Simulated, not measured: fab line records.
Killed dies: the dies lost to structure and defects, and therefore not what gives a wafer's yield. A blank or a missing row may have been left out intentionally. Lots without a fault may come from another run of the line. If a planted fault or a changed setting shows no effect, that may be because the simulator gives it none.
What tool caused it? :: flow sky130 :: at 1 step of a route of 708, 6 lots with 17 wafers sampled

WHAT THE GAUGES SHOWED, per wafer
SKY_SONOS_ONO_THK_MEAS_01.
lot: L994
measured: day 13 02:36
on: film metro-04
SONOS_ONO_OXIDATION_THK (nm): 2.65 2.65 2.60

lot: L997
measured: day 13 22:17
on: film metro-01
SONOS_ONO_OXIDATION_THK (nm): 2.56 2.63

lot: L106
measured: day 17 17:22
on: film metro-03
SONOS_ONO_OXIDATION_THK (nm): 2.66 2.68 2.60

lot: L108
measured: day 18 02:24
on: film metro-01
SONOS_ONO_OXIDATION_THK (nm): 2.61 2.66 2.60

lot: L109
measured: day 18 08:05
on: film metro-03
SONOS_ONO_OXIDATION_THK (nm): 2.65 2.65 2.65

lot: L112
measured: day 19 13:10
on: film metro-01
SONOS_ONO_OXIDATION_THK (nm): 2.67 2.66 2.63

TOOL THAT RAN EACH LOT (tool first, then ch and the chambers of the sampled wafers, then the start)
The record holds no process step before these readings.

THE ANSWER, worked out from the rows above alone
Rule: usual is defined by the lots themselves. The widest of any qualifying gaps counts: lots, ordered by their means at a reading, are off when they make up no more than a third of the lots, leave a main group of 4 or more, and stand apart from it by 3 or more times the standard deviation of that group's means. A main group is skipped when, at the precision printed for the reading in the tables above, its means are all equal. A lot without any number at a reading at which 4 lots or more have one is off too. Any other lot the step has rows for is counted as sound.
None of the lots is off at any reading shown; this tells nothing.

WHAT THE SIMULATOR HAD PUT IN
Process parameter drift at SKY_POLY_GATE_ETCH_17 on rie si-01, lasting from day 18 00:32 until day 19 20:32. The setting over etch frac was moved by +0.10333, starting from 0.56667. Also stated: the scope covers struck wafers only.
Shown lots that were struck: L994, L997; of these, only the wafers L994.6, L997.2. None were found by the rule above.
